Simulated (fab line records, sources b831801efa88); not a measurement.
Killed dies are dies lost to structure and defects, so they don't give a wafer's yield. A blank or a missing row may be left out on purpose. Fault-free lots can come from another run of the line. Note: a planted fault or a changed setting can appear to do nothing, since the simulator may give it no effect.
8D (eight disciplines) problem report, filled in by code    flow gf180mcu    the parts of the form that need people (team, actions taken, sign-off) are left out

1. WHAT WENT WRONG
V3_W_RS at GF_V3_RS_MEAS_24 reads a mean of 0.352 ohm/sq on 1 wafer of 1 lot; wafers without a fault read 0.327 ohm/sq with a standard deviation of 0.0036. That puts it +6.9 standard deviations away from the usual mean.
The step: measures by four-point-probe.
Seen first at day 25 03:52 on filmMetro-03, wafer L880.5. The record holds 33 wafers of 11 lots with a number at this step. Rule for "out" (also "out of limits"): further than 4 standard deviations from the usual mean. The rest of the wafers with a number are treated as sound.

2. WHAT IT IS AND WHAT IT IS NOT
question                     is                 is not
which readings at this step  V3_W_RS            -
which lots                   L880               L873, L874, L876, L878, L889, L890, L891, L892, L893, L894
which wafers of those lots   L880.5             L880.2, L880.6
read on which gauges         filmMetro-03       filmMetro-02, filmMetro-04
when                         from day 25 03:52  up to then (14 sound wafers); but 18 sound wafers of L889, L890, L891, L892, L893, L894 came after

3. THE SUSPECTS, EACH WITH WHAT RULES IT OUT
Counting: a tool at a process step up to the reading stays a suspect if it ran every lot that is out. Sound lots after the first of them don't rule it out here, since some wafers of a struck lot are sound.
- the gauge at GF_V3_RS_MEAS_24 has been ruled out. All the wafers that are out were read on filmMetro-03, but those of them that GF_V3_CVD_23 has rows for are out there too, on other tools.
- rieMetal-04 at GF_M3_METAL_ETCH_16 (etches the open film in Cl2/BCl3, stops on SiO2, target depth 750.8 nm, time 125.1 s): kept. It ran the lot that is out, L880 (day 24 03:49).
- cvdW-02 at GF_V3_CVD_23 (deposits W, target thk 350 nm, time 104.9 s): kept. It ran the lot that is out, L880 (day 25 03:44); its last sound lot up to then is L878 (day 24 11:22). On those wafers its own readings are out: susceptorTempC.
- The sound lot-mates ran in chamber 0 of rieMetal-04 at GF_M3_METAL_ETCH_16, but the wafers that are out ran in chamber 1.
- The sound lot-mates ran in chamber 1 of cvdW-02 at GF_V3_CVD_23, but the wafers that are out ran in chamber 0.
Remaining after the count are rieMetal-04 at GF_M3_METAL_ETCH_16 and cvdW-02 at GF_V3_CVD_23.

4. THE CAUSE (what the simulator had put in)
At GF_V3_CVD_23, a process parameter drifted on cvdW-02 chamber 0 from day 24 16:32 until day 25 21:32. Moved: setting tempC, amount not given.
After counting, 2 suspects remain, this tool included.

5. THE EFFECT CHAIN, in route order
Each row: a reading where the mean over the struck wafers with a number is more than 3 standard deviations away from the usual. Only readings for which the record gives a usual standard deviation are gone through. hours: the time from each lot's start at the first step in this table that gives one to its start at this step, as a median over the lots. sigmas: the change in usual standard deviations.
hours  step               reading         usual         on struck wafers  change  sigmas
0      GF_V3_CVD_23       susceptorTempC  400.04 C      395.48            -4.56   -22
0      GF_V3_RS_MEAS_24   V3_W_RS         0.327 ohm/sq  0.352             +0.025  +6.9
0      GF_V3_THK_MEAS_25  V3_W_THK        351 nm        326               -25     -5.8
It contains these process steps:
- GF_V3_CVD_23: deposits W, target thk 350 nm, time 104.9 s.

6. WHAT WOULD HAVE CAUGHT IT SOONER
The first out-of-limits reading at a measuring or inspecting step in this record came at day 25 03:52, 11 hours after the fault's start at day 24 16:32.
At GF_V3_CVD_23, the tool's own readings (susceptorTempC) were out on each struck wafer the step has a row for, so an alarm limit on them would have fired on the first such wafer.
The start of GF_V3_CVD_23 on cvdW-02 came by day 25 03:52 for every one of the lots that are out (1). Holding the tool at that point would not have protected any of them.
